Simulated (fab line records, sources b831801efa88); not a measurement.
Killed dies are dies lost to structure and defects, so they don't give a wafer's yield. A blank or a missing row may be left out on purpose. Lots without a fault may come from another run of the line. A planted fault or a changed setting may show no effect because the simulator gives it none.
A sampling plan put to the test | flow gf180mcu | one fab line, 27 faults that these records tell of, each judged on the records of the lots that it struck
The plan is the line's own looks: the steps of the route at which a gauge or an inspection reads the wafer and doesn't change it. A look can be judged if struck wafers have a number there and the file gives its usual mean and standard deviation on fault-free wafers. Caught: at a look after the fault's first step, the mean of the struck wafers lies 4 or more of those standard deviations (sigma) from the usual mean. On the tool: the same test on the tool's own readings at the fault's steps. Another recipe on the struck wafers, or a record that is blank for them alone, also counts as caught.

THE FAULTS, as the simulator had put them in
1. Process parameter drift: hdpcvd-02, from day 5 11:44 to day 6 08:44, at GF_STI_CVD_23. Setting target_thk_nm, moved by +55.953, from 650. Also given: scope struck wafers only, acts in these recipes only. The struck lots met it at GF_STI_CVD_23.
2. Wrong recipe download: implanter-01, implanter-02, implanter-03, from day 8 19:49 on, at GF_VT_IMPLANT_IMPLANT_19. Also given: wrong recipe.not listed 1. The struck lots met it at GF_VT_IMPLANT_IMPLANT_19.
3. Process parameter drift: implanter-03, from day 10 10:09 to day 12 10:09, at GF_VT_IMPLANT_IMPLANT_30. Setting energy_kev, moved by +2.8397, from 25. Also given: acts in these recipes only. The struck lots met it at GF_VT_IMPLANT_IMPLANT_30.
4. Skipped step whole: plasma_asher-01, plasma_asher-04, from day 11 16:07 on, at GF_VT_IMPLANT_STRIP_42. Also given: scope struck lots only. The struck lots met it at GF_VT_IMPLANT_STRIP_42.
5. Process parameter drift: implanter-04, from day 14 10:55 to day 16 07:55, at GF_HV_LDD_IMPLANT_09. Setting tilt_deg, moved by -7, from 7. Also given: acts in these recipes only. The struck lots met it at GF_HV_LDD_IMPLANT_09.
6. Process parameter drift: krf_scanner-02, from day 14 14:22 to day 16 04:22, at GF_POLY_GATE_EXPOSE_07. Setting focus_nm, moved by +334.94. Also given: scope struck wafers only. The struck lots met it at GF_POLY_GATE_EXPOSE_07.
7. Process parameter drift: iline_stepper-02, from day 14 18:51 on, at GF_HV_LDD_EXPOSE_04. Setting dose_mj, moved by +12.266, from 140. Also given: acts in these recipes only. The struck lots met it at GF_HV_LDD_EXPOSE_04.
8. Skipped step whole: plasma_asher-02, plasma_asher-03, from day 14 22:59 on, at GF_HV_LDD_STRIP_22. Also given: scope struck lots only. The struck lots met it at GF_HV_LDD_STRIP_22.
9. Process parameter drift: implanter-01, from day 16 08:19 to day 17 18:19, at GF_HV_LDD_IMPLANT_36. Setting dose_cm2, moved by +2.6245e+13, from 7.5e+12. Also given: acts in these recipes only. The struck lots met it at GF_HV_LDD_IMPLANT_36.
10. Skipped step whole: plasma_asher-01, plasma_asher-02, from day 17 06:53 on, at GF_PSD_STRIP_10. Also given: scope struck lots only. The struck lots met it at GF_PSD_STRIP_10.
11. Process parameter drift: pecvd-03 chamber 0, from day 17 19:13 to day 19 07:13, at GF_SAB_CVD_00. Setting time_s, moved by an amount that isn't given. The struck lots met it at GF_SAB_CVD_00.
12. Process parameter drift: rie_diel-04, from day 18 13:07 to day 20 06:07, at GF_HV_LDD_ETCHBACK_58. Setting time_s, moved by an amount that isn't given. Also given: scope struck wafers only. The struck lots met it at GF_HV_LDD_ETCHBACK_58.
13. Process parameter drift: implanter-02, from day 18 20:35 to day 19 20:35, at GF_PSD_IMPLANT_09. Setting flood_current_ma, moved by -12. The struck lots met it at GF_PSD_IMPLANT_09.
14. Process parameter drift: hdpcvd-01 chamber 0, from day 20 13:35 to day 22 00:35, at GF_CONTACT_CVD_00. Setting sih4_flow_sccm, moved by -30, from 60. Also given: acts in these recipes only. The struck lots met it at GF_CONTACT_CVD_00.
15. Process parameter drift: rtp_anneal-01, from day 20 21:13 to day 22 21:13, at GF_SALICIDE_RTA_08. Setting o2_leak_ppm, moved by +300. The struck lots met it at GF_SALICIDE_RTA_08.
16. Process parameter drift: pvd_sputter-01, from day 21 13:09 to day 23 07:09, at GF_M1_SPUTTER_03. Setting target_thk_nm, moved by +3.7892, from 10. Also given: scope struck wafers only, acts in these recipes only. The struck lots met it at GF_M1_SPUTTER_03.
17. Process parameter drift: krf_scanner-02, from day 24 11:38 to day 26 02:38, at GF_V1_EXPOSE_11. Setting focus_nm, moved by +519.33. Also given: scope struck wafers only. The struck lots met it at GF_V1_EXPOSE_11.
18. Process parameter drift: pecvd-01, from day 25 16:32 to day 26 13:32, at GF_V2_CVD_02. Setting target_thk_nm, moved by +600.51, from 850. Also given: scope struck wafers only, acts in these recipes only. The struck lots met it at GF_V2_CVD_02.
19. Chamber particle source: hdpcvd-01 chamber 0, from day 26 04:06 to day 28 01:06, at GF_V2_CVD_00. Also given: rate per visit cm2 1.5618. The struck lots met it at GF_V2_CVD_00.
20. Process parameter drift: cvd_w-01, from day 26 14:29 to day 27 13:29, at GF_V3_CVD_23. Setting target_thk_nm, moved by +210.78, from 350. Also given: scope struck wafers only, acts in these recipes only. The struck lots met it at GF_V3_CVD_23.
21. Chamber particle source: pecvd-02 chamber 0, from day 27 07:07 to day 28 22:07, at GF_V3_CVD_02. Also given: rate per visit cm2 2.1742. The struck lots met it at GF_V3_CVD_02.
22. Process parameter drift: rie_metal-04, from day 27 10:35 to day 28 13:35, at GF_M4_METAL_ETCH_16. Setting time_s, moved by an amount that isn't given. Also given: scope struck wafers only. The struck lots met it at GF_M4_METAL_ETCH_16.
23. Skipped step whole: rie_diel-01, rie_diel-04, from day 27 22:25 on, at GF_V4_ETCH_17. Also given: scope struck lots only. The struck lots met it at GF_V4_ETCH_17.
24. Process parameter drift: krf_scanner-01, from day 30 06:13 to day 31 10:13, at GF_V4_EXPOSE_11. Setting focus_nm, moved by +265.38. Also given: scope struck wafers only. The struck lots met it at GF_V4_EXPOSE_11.
25. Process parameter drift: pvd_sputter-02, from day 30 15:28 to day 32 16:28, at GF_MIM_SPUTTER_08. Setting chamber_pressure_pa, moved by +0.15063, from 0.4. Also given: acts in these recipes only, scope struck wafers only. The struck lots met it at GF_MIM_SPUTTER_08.
26. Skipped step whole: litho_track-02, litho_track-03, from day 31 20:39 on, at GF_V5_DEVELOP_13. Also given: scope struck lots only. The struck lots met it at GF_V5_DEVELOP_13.
27. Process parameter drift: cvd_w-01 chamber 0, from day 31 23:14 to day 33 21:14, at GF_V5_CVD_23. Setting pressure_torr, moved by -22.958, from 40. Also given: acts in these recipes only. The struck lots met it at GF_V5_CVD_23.

WHAT THE PLAN SAW
fault | on the tool itself                               | first look that catches it                      | reading, sigma                                      | median hours from its first step to that look | hours from the fault's start to the first struck lot there | judged looks passed uncaught
1     | no reading that can be judged                    | GF_STI_THK_MEAS_24                              | STI_CVD_23_THK +6.7                                 | 0.1                                           | 5                                                          | 0
2     | under 2 sigma                                    | GF_VT_IMPLANT_TW_MEAS_21                        | VT_IMPLANT_2_TW -39                                 | 0.2                                           | 2                                                          | 0
3     | beam_energy_keV +99 or beyond sigma              | no look after it can be judged                  | -                                                   | -                                             | -                                                          | 0
4     | the tool's record is blank for the struck wafers | no look after it can be judged                  | -                                                   | -                                             | -                                                          | 0
5     | tilt_deg -99 or beyond sigma                     | GF_HV_LDD_TW_MEAS_11                            | HV_LDD_TW -8.7                                      | 0.2                                           | 13                                                         | 0
6     | under 2 sigma                                    | GF_POLY_GATE_CD_MEAS_10                         | cd_nm -20                                           | 10.9                                          | 14                                                         | 0
7     | exposure_dose_mJ_cm2 +71 sigma                   | GF_HV_LDD_CD_MEAS_07                            | cd_nm +8.7                                          | 11.1                                          | 13                                                         | 0
8     | the tool's record is blank for the struck wafers | GF_HV_LDD_TW_MEAS_38                            | HV_LDD_3_TW -81                                     | 22.9                                          | 26                                                         | 0
9     | dose_ions_cm2 +99 or beyond sigma                | GF_HV_LDD_TW_MEAS_38                            | HV_LDD_3_TW +19                                     | 0.2                                           | 14                                                         | 0
10    | no reading that can be judged                    | not the one look that can be judged after it    | -                                                   | -                                             | -                                                          | 1
11    | under 2 sigma                                    | GF_SAB_THK_MEAS_01                              | SAB_CVD_00_THK +6.6                                 | 0.0                                           | 7                                                          | 0
12    | run_length_s -77 sigma                           | no look after it can be judged                  | -                                                   | -                                             | -                                                          | 0
13    | no reading that can be judged                    | none of the 8 looks that can be judged after it | -                                                   | -                                             | -                                                          | 8
14    | sih4_flow_sccm -99 or beyond sigma               | GF_CONTACT_THK_MEAS_01                          | CONTACT_CVD_00_THK -32                              | 0.1                                           | 19                                                         | 0
15    | chamber_o2_ppm +99 or beyond sigma               | no look after it can be judged                  | -                                                   | -                                             | -                                                          | 0
16    | under 2 sigma                                    | no look after it can be judged                  | -                                                   | -                                             | -                                                          | 0
17    | no reading that can be judged                    | GF_V1_CD_MEAS_14                                | cd_nm +12                                           | 11.0                                          | 17                                                         | 0
18    | under 2 sigma                                    | GF_V2_THK_MEAS_03                               | V2_CVD_02_THK +51                                   | 0.1                                           | 3                                                          | 0
19    | no reading that can be judged                    | none of the 7 looks that can be judged after it | strongest: V2_CVD_00_THK at GF_V2_THK_MEAS_01, +2.0 | -                                             | -                                                          | 7
20    | under 2 sigma                                    | GF_V3_RS_MEAS_24                                | V3_W_RS -20                                         | 0.1                                           | 10                                                         | 0
21    | under 2 sigma                                    | not the one look that can be judged after it    | -                                                   | -                                             | -                                                          | 1
22    | run_length_s -18 sigma                           | not the one look that can be judged after it    | -                                                   | -                                             | -                                                          | 1
23    | the tool's record is blank for the struck wafers | no look after it can be judged                  | -                                                   | -                                             | -                                                          | 0
24    | no reading that can be judged                    | GF_V4_CD_MEAS_14                                | cd_nm +4.3                                          | 9.4                                           | 14                                                         | 0
25    | chamber_pressure_pa +99 or beyond sigma          | GF_MIM_RS_MEAS_10                               | MIM_ALCU_RS +9.2                                    | 0.1                                           | 34                                                         | 0
26    | no reading that can be judged                    | no look after it can be judged                  | -                                                   | -                                             | -                                                          | 0
27    | chamber_pressure_Torr -99 or beyond sigma        | GF_V5_RS_MEAS_24                                | V5_W_RS +30                                         | 0.1                                           | 8                                                          | 0
A dash: the fault isn't caught, or these records don't give the number.

Caught at a look: 15 of 27. Caught on the tool: 13 of 27. By one or the other: 21 of 27.
Caught on the tool alone: faults 3, 4, 12, 15, 22, 23.
Caught at a look alone: faults 1, 2, 6, 11, 17, 18, 20, 24.
Caught by neither: faults 10, 13, 16, 19, 21, 26.

THINNER SAMPLING
If the look that catches a fault measured only every second or every third lot, by lot number, the first struck lot would be measured this late in the worst case:
fault | struck lots at that look, in order of time | every lot | every second lot | every third lot
1     | L285, L287                                 | 5 h       | may miss all 2   | may miss all 2
2     | L511, L512, L513, L514                     | 2 h       | 10 h             | 13 h
5     | L464, L468                                 | 13 h      | may miss all 2   | may miss all 2
6     | L714, L715                                 | 14 h      | 20 h             | may miss all 2
7     | L844, L845, L847                           | 13 h      | 21 h             | may miss all 3
8     | L961, L962                                 | 26 h      | 33 h             | may miss all 2
9     | L490, L492                                 | 14 h      | may miss all 2   | may miss all 2
11    | L180, L184                                 | 7 h       | may miss all 2   | may miss all 2
14    | L511                                       | 19 h      | may miss it      | may miss it
17    | L303, L304, L306, L307                     | 17 h      | 28 h             | may miss all 4
18    | L250, L252                                 | 3 h       | may miss all 2   | may miss all 2
20    | L265                                       | 10 h      | may miss it      | may miss it
24    | L300, L302                                 | 14 h      | may miss all 2   | may miss all 2
25    | L848                                       | 34 h      | may miss it      | may miss it
27    | L823, L825                                 | 8 h       | may miss all 2   | may miss all 2
Hours are from the fault's start to the first struck lot that is measured. The limit of 4 sigma was tested on all struck wafers together, so one lot alone may lie under it. Other struck lots may not be in these records.

THE LONGEST TIMED WAY FROM STEP TO LOOK
Fault 8: a median of 22.9 hours passes between GF_HV_LDD_STRIP_22 and GF_HV_LDD_TW_MEAS_38. No look between them can be judged.
